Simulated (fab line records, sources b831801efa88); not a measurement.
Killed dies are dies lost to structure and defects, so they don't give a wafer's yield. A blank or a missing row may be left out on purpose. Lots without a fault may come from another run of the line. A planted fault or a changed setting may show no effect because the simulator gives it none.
A struck lot beside a sound one | flow sky130 | 15 steps out of a route of 708
Sound: wafers L993.2, L993.4, L993.6. Struck: wafers L109.1, L109.2. (L109.4 of the same lot was not struck and is left out.) The cause comes at the end.
At each step with rows: each side's tool, then ch and its chambers, then its first start. Under that, the readings that differ: sound wafers | struck wafers | difference of the means | sigmas: that difference in standard deviations of wafers without a fault.
alike: readings whose means differ by less than 2 such deviations, and words and numbers that are the same on both sides. not compared: withheld readings, readings that some wafer has no value for, bounds like >300 that may hide the same value, and numbers for which the record gives no deviation and whose values overlap.
The two part at a step that has a row with sigmas, a row that says differs or no value, or rows on one side only. Numbers that don't overlap but have no deviation are shown without sigmas and don't part them. A reading that every wafer of one side lacks parts them only if that side has two wafers or more.

SKY_SPACER_ETCHBACK_02: etches Si3N4 in CH3F/O2, stops on SiO2, time 46.7 s, target depth 45 nm.
  sound on rie_diel-03 ch 1,2,3, day 22 09:21; struck on rie_diel-03 ch 0,1, day 28 18:45
  alike: drypump_motor_current_A, oes_product_au, throttle_valve_pct
  not compared: rf_hours_counter_h
then, 8 steps without rows for these wafers: SKY_POLY_CUT_DEHYDRATE_00 (time 60 s); SKY_POLY_CUT_HMDS_01 (prime time 60 s); SKY_POLY_CUT_COAT_02 (resist thk 60 nm); SKY_POLY_CUT_COAT_03 (resist thk 450 nm); SKY_POLY_CUT_SOFTBAKE_04 (time 90 s); SKY_POLY_CUT_EXPOSE_05 (exposes mask NPCM, target cd 270 nm); SKY_POLY_CUT_PEB_06; SKY_POLY_CUT_DEVELOP_07 (develop time 60 s).
SKY_POLY_CUT_CD_MEAS_08: target cd 270 nm.
  sound on cd_sem-02, day 23 15:57; struck on cd_sem-02, day 29 23:05
  alike: cd_nm
SKY_POLY_CUT_OVL_MEAS_09:
  sound on overlay-02, day 23 16:04; struck on overlay-01, day 29 23:12
  alike: POLY_CUT_OVL
SKY_POLY_CUT_ETCH_10: etches BARC in N2/H2, stops on SiO2, time 45.9 s, target depth 60 nm.
  sound on rie_diel-03 ch 0,2, day 23 16:05; struck on rie_diel-04 ch 0,1, day 29 23:14
  alike: drypump_motor_current_A, n2_flow_sccm, oes_product_au, throttle_valve_pct
  not compared: rf_hours_counter_h
SKY_POLY_CUT_ETCH_11: etches Si3N4 in CF4/CH2F2/Ar, stops on poly-Si, time 42.5 s, target depth 60 nm.
  sound on rie_diel-03 ch 0,2, day 23 16:08; struck on rie_diel-04 ch 0,1, day 29 23:17
  reading                                       | sound             | struck      | difference | sigmas
  model.poly-Si_of_POLY_GATE_CVD_00.thk_nm (nm) | 178.5 178.5 178.5 | 173.3 172.2 | -5.8       |
  model.POLY_CUT.feature_depth_nm (nm)          | 61.85 62.2 61.43  | 66.28 66.66 | +4.64      |
  alike: drypump_motor_current_A, oes_product_au, throttle_valve_pct
  not compared: rf_hours_counter_h
SKY_POLY_CUT_STRIP_12: strips in O2/N2.
  sound on plasma_asher-03 ch 0,1, day 23 16:10; struck on plasma_asher-03 ch 0,1, day 29 23:19
  alike: drypump_motor_current_A, n2_flow_sccm, oes_product_au, strip_time_to_endpoint_s
  not compared: rf_hours_counter_h
then, 1 step without rows for these wafers: SKY_PAD_OPEN_PROBE_99.

WHERE THEY PART
Nowhere in this record.

WHY: what the simulator had put in
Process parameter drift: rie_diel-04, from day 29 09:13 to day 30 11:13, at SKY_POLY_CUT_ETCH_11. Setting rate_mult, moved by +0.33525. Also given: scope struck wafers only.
